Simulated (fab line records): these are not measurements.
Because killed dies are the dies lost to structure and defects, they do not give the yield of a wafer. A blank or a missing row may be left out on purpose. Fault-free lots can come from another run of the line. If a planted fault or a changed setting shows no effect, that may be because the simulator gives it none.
One fault through the eyes of 2 desks || flow sky130 || numbers are kept per desk, each desk with only its own; the story behind them comes last

== THE METROLOGY DESK ==
Lot by lot, what the gauges showed, no matter which tool ran the lot: averages of those sampled wafers that carry a number. The brackets show how far a lot's mean lies from the usual mean; more than 4 standard deviations puts the lot out of limits, marked OUT.
Columns: A = LI_CONTACT_W_THK at SKY_LI_CONTACT_THK_MEAS_23, usual 411 nm
{"lot": "L732", "first seen here": "day 31 13:25", "A": 411}
{"lot": "L736", "first seen here": "day 32 15:33", "A": 407}
{"lot": "L737", "first seen here": "day 32 19:43", "A": 413}
{"lot": "L743", "first seen here": "day 34 10:46", "A": 409}
{"lot": "L740", "first seen here": "day 34 11:08", "A": 410}
{"lot": "L745", "first seen here": "day 34 12:19", "A": 419}
{"lot": "L744", "first seen here": "day 34 12:41", "A": 409}
{"lot": "L746", "first seen here": "day 34 18:41", "A": 408}
{"lot": "L747", "first seen here": "day 35 07:06", "A": 406}
{"lot": "L748", "first seen here": "day 35 08:31", "A": 403}
{"lot": "L749", "first seen here": "day 35 09:31", "A": 414}
{"lot": "L750", "first seen here": "day 35 19:01", "A": 406}
{"lot": "L751", "first seen here": "day 36 07:05", "A": 401}
{"lot": "L753", "first seen here": "day 36 13:58", "A": 408}
Result from this desk: across the 14 lots, nothing is out of limits.

== FOR THE TOOL OWNER'S DESK: litho-track-01 ==
The tool's own readings at SKY_VIA1_DEVELOP_11 (develop time 60 s): means of the sampled wafers that have a number, for each lot that ran on this tool. The brackets show how far a lot's mean lies from the usual mean; more than 4 standard deviations puts the lot out of limits, marked OUT.
Columns: A = chill-plate-temp-C at SKY_VIA1_DEVELOP_11, usual 23.01 C
{"lot": "L746", "first seen here": "day 39 08:00", "A": 23.23}
{"lot": "L747", "first seen here": "day 39 18:00", "A": 23.05}
{"lot": "L749", "first seen here": "day 39 20:00", "A": 22.89}
{"lot": "L750", "first seen here": "day 40 03:00", "A": 23.16}
{"lot": "L753", "first seen here": "day 40 23:00", "A": 22.91}
Result from this desk: across the 5 lots, nothing is out of limits.

== TAKEN TOGETHER ==
From the metrology desk's view, nothing was out of limits.
The tool owner's desk saw nothing out of limits.

== WHAT WAS PUT IN BY THE SIMULATOR ==
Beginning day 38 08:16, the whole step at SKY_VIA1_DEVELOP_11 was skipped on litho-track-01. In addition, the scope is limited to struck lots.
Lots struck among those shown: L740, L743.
